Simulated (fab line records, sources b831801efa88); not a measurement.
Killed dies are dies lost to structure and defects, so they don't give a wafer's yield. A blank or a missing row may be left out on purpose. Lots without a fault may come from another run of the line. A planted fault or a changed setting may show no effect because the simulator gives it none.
fab line records | flow sky130
record lots=5 wafers=15 last_day=50
route steps=708 shown VIA2@522 METAL3@532
lots that met no fault: from a run of the same line without faults
start_h: hours from the record's first day to the start of the lot's first wafer shown | wait_h: hours since the lot's step before | " the same as in the row above | L1.1+2: a row that stands for several wafers | - no value, or no start given | * or withheld: withheld | < > ~ a bound
route shown NAME@n: a module of which the file shows steps, and the number in the route of the first | usual: mean/standard deviation of fault-free wafers | same: alike in all rows | chamber/n: place in a boat | sites: the reading at each site | _std_site: their standard deviation | _edge_site: outer sites' mean less inner sites' | radius_mm: how far each site lies from the wafer's centre | mask NAME#n: copy n | behind: the tool/chamber that last shaped the wafer | hold: why the lot was held/for how many hours/how that ended | device: the transistor (n, p or np) that didn't switch | end of line: the same wafers' tests at the end of the route | a step without rows: its recipe alone | killed: dies lost to structure and defects at the first sort, not the wafer's yield | map: a wafer's dies, x killed, . not, _ none there
set.NAME: the setting as run; set.NAME@STEP: as run at that earlier step | model.NAME: the simulator's own value behind a step, which no gauge read
lots at some steps of the route; a table a step, a row a wafer
services: from which hour (start_h, from the record's first day; less than 0 if before it) a tool's chamber was out of use, for how many hours, and why
## steps
# step SKY_VIA2_ETCH_15
# recipe target=SiO2 chemistry=C4F8/O2/Ar target_depth_nm=546 stop_on=TiN mask_material=KrF-thick source_w=1500 bias_w=1200 pressure_mtorr=40 c4f8_flow_sccm=withheld O2_flow_sccm=6 Ar_flow_sccm=300 time_s=84
# usual oes_product_au=0.940/0.0044
# columns lot.wafer tool chamber start_h wait_h oes_product_au
L080.2 rie_diel-01 3 896.93 0.0 0.938
L080.4 " 1 " " 0.936
L080.6 " 0 " " 0.941
L090.1 rie_diel-01 0 974.78 0.0 0.937
L090.5 " 1 " " 0.945
L090.6 " 2 " " 0.936
L092.3 rie_diel-03 3 987.03 0.0 0.944
L092.5 " 3 " " 0.937
L092.6 " 0 " " 0.941
L096.1 rie_diel-01 3 1003.07 0.0 0.939
L096.4 " 2 " " 0.938
L096.5 " 3 " " 0.945
L097.1 rie_diel-04 2 1012.09 0.0 0.943
L097.3 " 3 " " 0.944
L097.5 " 1 " " 0.943
# step SKY_VIA2_STRIP_16
# recipe chemistry=O2/N2 power_w=1400 pressure_mtorr=1500 platen_temp_c=withheld o2_flow_sccm=3000 n2_flow_sccm=300 overash_fraction=0.5
# usual drypump_motor_current_A=5.7/0.3 oes_product_au=0.398/0.0038 strip_time_to_endpoint_s=4.040/0.03
# columns lot.wafer tool chamber start_h wait_h drypump_motor_current_A oes_product_au rf_hours_counter_h strip_time_to_endpoint_s
L080.2 plasma_asher-03 1 896.99 0.0 5.9 0.398 45 4.020
L080.4 " 1 " " 5.9 0.406 - 4.094
L080.6 " 0 " " 5.2 0.397 - 4.034
L090.1 plasma_asher-04 1 974.84 0.0 5.7 0.397 83 3.998
L090.5 " 1 " " 5.7 0.395 - 3.996
L090.6 " 0 " " 6.1 0.402 - 4.008
L092.3 plasma_asher-03 0 987.12 0.1 5.2 0.395 - 4.049
L092.5 " 0 " " 5.2 0.399 - 4.048
L092.6 " 1 " " 5.9 0.398 - 4.070
L096.1 plasma_asher-04 0 1003.16 0.1 6.1 0.400 86 4.040
L096.4 " 0 " " 6.1 0.402 - 4.021
L096.5 " 0 " " 6.1 0.400 - 4.030
L097.1 plasma_asher-01 1 1012.16 0.0 5.4 0.396 27 4.002
L097.3 " 1 " " 5.4 0.403 - 4.085
L097.5 " 1 " " 5.4 0.397 - 3.991
# step SKY_VIA2_STRIP_17
# recipe chemistry=post_etch_residue_remover time_s=1200 temp_c=72.5
# columns lot.wafer tool chamber start_h wait_h
L080.2+4+6 wet_bench-01 2 897.09 0.1
L090.1+5+6 wet_bench-02 0 974.94 0.1
L092.3+5+6 wet_bench-02 1 987.19 0.0
L096.1+4+5 wet_bench-03 0 1003.26 0.1
L097.1+3+5 wet_bench-03 3 1012.26 0.1
# step SKY_VIA2_CLEAN_18
# recipe chemistry=IPA time_s=180 temp_c=25
# columns lot.wafer tool chamber start_h wait_h
L080.2+4+6 wet_bench-01 3 897.46 0.0
L090.1+5+6 wet_bench-03 3 975.28 0.0
L092.3+5+6 wet_bench-01 2 987.53 0.0
L096.1+4+5 wet_bench-01 1 1003.60 0.0
L097.1+3+5 wet_bench-02 2 1012.60 0.0
# step SKY_VIA2_CLEAN_19
# recipe chemistry=O3/DIW dry=n2_spin
# columns lot.wafer tool chamber start_h wait_h
L080.2+4+6 wet_bench-01 0 897.53 0.0
L090.1+5+6 wet_bench-01 1 975.35 0.0
L092.3+5+6 wet_bench-03 3 987.60 0.0
L096.1+4+5 wet_bench-02 2 1003.66 0.0
L097.1+3+5 wet_bench-01 3 1012.66 0.0
# step SKY_VIA2_SPUTTER_20
# recipe material=TiN target_thk_nm=20 chamber_pressure_pa=5 power_w=4000 time_s=80
# usual throttle_valve_pct=30.4/0.85
# columns lot.wafer tool chamber start_h wait_h throttle_valve_pct
L080.2 pvd_sputter-02 - 897.62 0.0 29.7
L080.4 " - " " 29.2
L080.6 " - " " 29.9
L090.1 pvd_sputter-03 - 975.45 0.0 31.1
L090.5 " - " " 30.8
L090.6 " - " " 30.6
L092.3 pvd_sputter-02 - 987.69 0.0 30.0
L092.5 " - " " 29.5
L092.6 " - " " 31.6
L096.1 pvd_sputter-04 - 1003.75 0.0 29.3
L096.4 " - " " 30.2
L096.5 " - " " 30.5
L097.1 pvd_sputter-02 - 1012.76 0.0 29.1
L097.3 " - " " 29.7
L097.5 " - " " 30.0
# step SKY_VIA2_CVD_21
# recipe material=W target_thk_nm=420 time_s=126.4 temp_c=400 pressure_torr=40
# usual heater_power_outer_w=499/64 heater_power_w=787/100
# columns lot.wafer tool chamber start_h wait_h heater_power_outer_w heater_power_w
L080.2 cvd_w-02 1 897.68 0.0 563 913
L080.4 " 0 " " 633 948
L080.6 " 1 " " 562 896
L090.1 cvd_w-01 0 975.51 0.0 445 706
L090.5 " 1 " " 469 723
L090.6 " 0 " " 448 704
L092.3 cvd_w-02 1 987.79 0.1 573 928
L092.5 " 1 " " 565 954
L092.6 " 0 " " 573 885
L096.1 cvd_w-02 1 1003.81 0.0 569 929
L096.4 " 1 " " 556 950
L096.5 " 1 " " 570 936
L097.1 cvd_w-01 0 1012.82 0.0 434 699
L097.3 " 0 " " 448 720
L097.5 " 0 " " 447 708
# step SKY_VIA2_RS_MEAS_22
# recipe thk_meas_gauge=four-point-probe reads=W_of_VIA2_CVD_21+TiN_of_VIA2_SPUTTER_20
# usual VIA2_W_RS=0.270/0.0031
# columns lot.wafer tool chamber start_h wait_h VIA2_W_RS[ohm/sq]
L080.2 film_metro-01 - 897.83 0.1 0.276
L080.4 " - " " 0.277
L080.6 " - " " 0.276
L090.1 film_metro-04 - 975.64 0.1 0.271
L090.5 " - " " 0.273
L090.6 " - " " 0.269
L092.3 film_metro-04 - 987.92 0.1 0.266
L092.5 " - " " 0.267
L092.6 " - " " 0.264
L096.1 film_metro-01 - 1003.94 0.1 0.268
L096.4 " - " " 0.264
L096.5 " - " " 0.263
L097.1 film_metro-04 - 1012.95 0.1 0.273
L097.3 " - " " 0.273
L097.5 " - " " 0.273
# step SKY_VIA2_THK_MEAS_23
# recipe thk_meas_gauge=xrf reads=W_of_VIA2_CVD_21
# usual VIA2_W_THK=438/7.2
# columns lot.wafer tool chamber start_h wait_h VIA2_W_THK[nm]
L080.2 film_metro-01 - 897.94 0.1 433
L080.4 " - " " 427
L080.6 " - " " 433
L090.1 film_metro-04 - 975.76 0.1 439
L090.5 " - " " 434
L090.6 " - " " 443
L092.3 film_metro-04 - 988.02 0.1 447
L092.5 " - " " 442
L092.6 " - " " 449
L096.1 film_metro-01 - 1004.06 0.1 448
L096.4 " - " " 454
L096.5 " - " " 458
L097.1 film_metro-04 - 1013.07 0.1 434
L097.3 " - " " 436
L097.5 " - " " 434
# step SKY_VIA2_CMP_24
# recipe stop_on=SiO2 t_overpolish_s=20 down_force_psi=3.5 platen_rpm=60 target_thk_nm=0 pad_velocity_m_s=0.94248
# usual head_pressure_psi=3.499/0.0072 motor_current_A=10.8/0.85 overpolish_run_s=20.000/0.01 platen_rpm=60.00/0.042 time_to_endpoint_s=104/4
# columns lot.wafer tool chamber start_h wait_h head_pressure_psi motor_current_A overpolish_run_s platen_rpm time_to_endpoint_s
L080.4 cmp-01 1 897.99 0.0 3.503 12.7 20.006 60.03 99
L080.2 " 3 " " 3.499 9.7 19.989 60.01 100
L080.6 " 2 " " 3.507 10.5 19.994 60.05 101
L090.1 cmp-01 0 975.87 0.1 3.504 10.6 20.001 60.05 96
L090.6 " 3 " " 3.505 10.0 20.013 60.04 101
L090.5 " 0 " " 3.495 10.5 19.982 60.00 96
L092.3 cmp-02 2 988.21 0.2 3.496 10.6 20.011 59.96 108
L092.6 " 3 " " 3.502 11.4 20.001 59.99 108
L092.5 " 0 " " 3.496 10.0 19.992 59.95 103
L096.4 cmp-02 3 1004.16 0.1 3.490 11.2 20.007 60.03 106
L096.1 " 0 " " 3.488 10.6 19.996 59.97 104
L096.5 " 0 " " 3.492 10.0 20.010 60.06 104
L097.3 cmp-01 2 1013.13 0.0 3.498 10.2 19.992 60.03 106
L097.1 " 3 " " 3.497 9.6 20.007 60.01 102
L097.5 " 3 " " 3.501 10.1 20.013 60.02 104
# step SKY_METAL3_SPUTTER_00
# recipe material=Ti target_thk_nm=15 power_w=3000 time_s=10 chamber_pressure_pa=0.4
# usual throttle_valve_pct=30.6/0.7
# columns lot.wafer tool chamber start_h wait_h throttle_valve_pct
L080.2 pvd_sputter-03 - 898.29 0.1 30.7
L080.4 " - " " 30.0
L080.6 " - " " 30.6
L090.1 pvd_sputter-01 - 976.12 0.2 30.6
L090.5 " - " " 30.0
L090.6 " - " " 31.5
L092.3 pvd_sputter-04 - 988.36 0.1 32.1
L092.5 " - " " 29.4
L092.6 " - " " 32.0
L096.1 pvd_sputter-03 - 1004.46 0.2 30.3
L096.4 " - " " 30.4
L096.5 " - " " 30.7
L097.1 pvd_sputter-04 - 1013.43 0.2 31.9
L097.3 " - " " 29.6
L097.5 " - " " 31.1
# step SKY_METAL3_SPUTTER_01
# recipe material=TiN target_thk_nm=20 power_w=6500 time_s=16.7 chamber_pressure_pa=0.4
# usual throttle_valve_pct=30.6/0.68
# columns lot.wafer tool chamber start_h wait_h throttle_valve_pct
L080.2 pvd_sputter-03 - 898.31 0.0 30.8
L080.4 " - " " 30.3
L080.6 " - " " 30.8
L090.1 pvd_sputter-01 - 976.14 0.0 30.6
L090.5 " - " " 29.8
L090.6 " - " " 31.5
L092.3 pvd_sputter-04 - 988.38 0.0 32.2
L092.5 " - " " 29.3
L092.6 " - " " 32.0
L096.1 pvd_sputter-03 - 1004.48 0.0 30.0
L096.4 " - " " 30.5
L096.5 " - " " 30.8
L097.1 pvd_sputter-04 - 1013.45 0.0 31.9
L097.3 " - " " 29.2
L097.5 " - " " 31.0
# step SKY_METAL3_SPUTTER_02
# recipe material=AlCu target_thk_nm=735 power_w=10600 time_s=39.1 chamber_pressure_pa=0.4
# usual throttle_valve_pct=30.6/0.69
# columns lot.wafer tool chamber start_h wait_h throttle_valve_pct
L080.2 pvd_sputter-03 - 898.34 0.0 30.7
L080.4 " - " " 30.1
L080.6 " - " " 30.4
L090.1 pvd_sputter-01 - 976.16 0.0 30.4
L090.5 " - " " 30.0
L090.6 " - " " 31.5
L092.3 pvd_sputter-04 - 988.41 0.0 32.2
L092.5 " - " " 29.2
L092.6 " - " " 32.1
L096.1 pvd_sputter-03 - 1004.51 0.0 30.6
L096.4 " - " " 30.5
L096.5 " - " " 30.6
L097.1 pvd_sputter-04 - 1013.47 0.0 32.1
L097.3 " - " " 29.3
L097.5 " - " " 30.9
# step SKY_METAL3_SPUTTER_03
# recipe material=Ti target_thk_nm=5 power_w=3000 time_s=3.3 chamber_pressure_pa=0.4
# usual throttle_valve_pct=30.6/0.66
# columns lot.wafer tool chamber start_h wait_h throttle_valve_pct
L080.2 pvd_sputter-03 - 898.38 0.0 30.6
L080.4 " - " " 29.9
L080.6 " - " " 30.5
L090.1 pvd_sputter-01 - 976.20 0.0 30.3
L090.5 " - " " 29.8
L090.6 " - " " 31.6
L092.3 pvd_sputter-04 - 988.45 0.0 32.0
L092.5 " - " " 29.4
L092.6 " - " " 32.1
L096.1 pvd_sputter-03 - 1004.55 0.0 30.2
L096.4 " - " " 30.8
L096.5 " - " " 30.6
L097.1 pvd_sputter-04 - 1013.51 0.0 31.9
L097.3 " - " " 29.3
L097.5 " - " " 30.9
# step SKY_METAL3_SPUTTER_04
# recipe material=TiN target_thk_nm=70 power_w=6500 time_s=58.3 chamber_pressure_pa=0.4
# usual throttle_valve_pct=30.6/0.7
# columns lot.wafer tool chamber start_h wait_h throttle_valve_pct
L080.2 pvd_sputter-03 - 898.39 0.0 30.6
L080.4 " - " " 30.1
L080.6 " - " " 30.3
L090.1 pvd_sputter-01 - 976.22 0.0 30.7
L090.5 " - " " 29.7
L090.6 " - " " 31.9
L092.3 pvd_sputter-04 - 988.46 0.0 32.1
L092.5 " - " " 29.2
L092.6 " - " " 32.1
L096.1 pvd_sputter-03 - 1004.56 0.0 30.3
L096.4 " - " " 30.1
L096.5 " - " " 30.6
L097.1 pvd_sputter-04 - 1013.53 0.0 32.2
L097.3 " - " " 29.5
L097.5 " - " " 30.9
## services
# columns tool chamber start_h hours kind
plasma_asher-01 - 873.68 4.5 repair
rie_diel-03 3 875.02 3.4 repair
cmp-02 - 877.88 1.7 repair
cmp-01 - 878.99 0.6 repair
cmp-02 - 883.69 5.8 pm
rie_diel-01 3 897.86 12.5 repair
cvd_w-02 - 904.00 14.0 pm
cmp-02 - 912.27 4.0 pm
cvd_w-02 - 918.00 6.9 pm
rie_diel-03 0 920.99 1.3 repair
pvd_sputter-02 - 927.37 2.5 repair
rie_diel-01 - 931.47 2.8 pm
rie_diel-01 1 946.12 9.6 repair
pvd_sputter-01 - 957.34 0.5 repair
rie_diel-01 3 968.76 23.0 repair
cmp-02 - 968.88 4.3 repair
wet_bench-02 - 973.11 1.3 repair
pvd_sputter-04 3 977.00 - consumable_replace:kit
pvd_sputter-04 3 977.00 18.0 scheduled_down
pvd_sputter-03 - 988.11 1.3 repair
rie_diel-04 0 996.09 1.3 repair
rie_diel-01 1 998.93 12.6 repair
rie_diel-04 2 1002.62 5.3 repair
pvd_sputter-01 - 1003.05 6.7 repair
## key
fault none
